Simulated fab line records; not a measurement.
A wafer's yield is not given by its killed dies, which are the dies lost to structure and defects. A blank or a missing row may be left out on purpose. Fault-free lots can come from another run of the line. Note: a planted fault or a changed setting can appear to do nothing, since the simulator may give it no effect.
2 desks, one fault ; flow sky130 ; each desk has only its own numbers; what lay behind them comes last

== DESK OF THE TOOL OWNER: implanter-03 ==
The tool's own readings at SKY_PWDE_IMPLANT_08, given as means over the sampled wafers that have a number, one for each lot that went through this tool. Marked OUT: a lot whose mean sits more than 4 standard deviations from the usual mean, which makes it out of limits; the brackets give that distance.
Columns: A = dose-ions-cm2 at SKY_PWDE_IMPLANT_08, usual 3.6e+12; B = faraday-current-uA at SKY_PWDE_IMPLANT_08, usual 20.3
lot;first seen here;A;B
L116;day 5 06:04;3.6e+12;20.5
L117;day 5 09:34;3.6e+12;20.6
L121;day 6 09:30;1.2e+12 (-99 or more) OUT;6.9 (-34) OUT
L124;day 7 06:01;1.2e+12 (-99 or more) OUT;7.0 (-34) OUT
Finding of this desk: L121, L124 out of limits; the first was L121 at day 6 09:30, on dose-ions-cm2 at SKY_PWDE_IMPLANT_08. L116, L117 stayed within limits.

== AT THE METROLOGY DESK ==
Means of the sampled wafers that have a number, per lot and without regard to the tool the lot ran on: this is what the gauges read. Marked OUT: a lot whose mean sits more than 4 standard deviations from the usual mean, which makes it out of limits; the brackets give that distance.
Columns: A = DNWELL_TW at SKY_DNWELL_TW_MEAS_09, usual 1106; B = PWDE_TW at SKY_PWDE_TW_MEAS_10, usual 371; C = PWDE_RS at SKY_NWELL_RS_MEAS_31, usual 5269 ohm/sq; D = SONOS_TUNNEL_TW at SKY_SONOS_TUNNEL_TW_MEAS_12, usual 198.4; E = RES_XHIGH_TW at SKY_RES_XHIGH_TW_MEAS_09, usual 1634
lot;first seen here;A;B;C;D;E
L111;day 3 14:06;1132;377;5247;199.0;1607
L114;day 3 22:52;1093;379;5263;199.8;1630
L115;day 4 07:55;1102;379;5241;199.7;1630
L116;day 4 12:26;1128;377;5266;194.9;1672
L117;day 4 16:04;1098;365;5294;199.5;1630
L121;day 5 15:03;1129;266 (-20) OUT;-;195.0;1619
L123;day 6 04:17;1097;367;5267;199.8;1608
L124;day 6 09:17;1103;276 (-18) OUT;-;199.3;1614
L128;day 7 01:24;1104;369;5295;200.3;1649
L129;day 7 08:56;1099;369;5228;194.4;1646
L132;day 8 02:26;1129;380;5284;198.6;1629
L133;day 8 04:26;1090;369;5271;195.1;1620
This desk's finding: out of limits on L121, L124; first on L121, day 6 09:44 (PWDE_TW at SKY_PWDE_TW_MEAS_10). L111, L114, L115, L116, L117, L123, L128, L129, L132, L133 stayed within limits.

== TAKEN TOGETHER ==
On L121, L124, at day 6 09:30, an alarm was possible from the tool owner's desk.
Metrology desk: alarm possible at day 6 09:44 on L121, L124.
Of the lots named, all ran SKY_PWDE_IMPLANT_08 on implanter-03.

== WHAT HAD BEEN PUT IN BY THE SIMULATOR ==
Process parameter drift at SKY_PWDE_IMPLANT_08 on implanter-03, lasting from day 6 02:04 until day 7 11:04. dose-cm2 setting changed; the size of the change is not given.
Struck lots among those shown: L121, L124.
Fault start to first reading out of limits, in hours, per desk: tool owner, 7; metrology, 8.
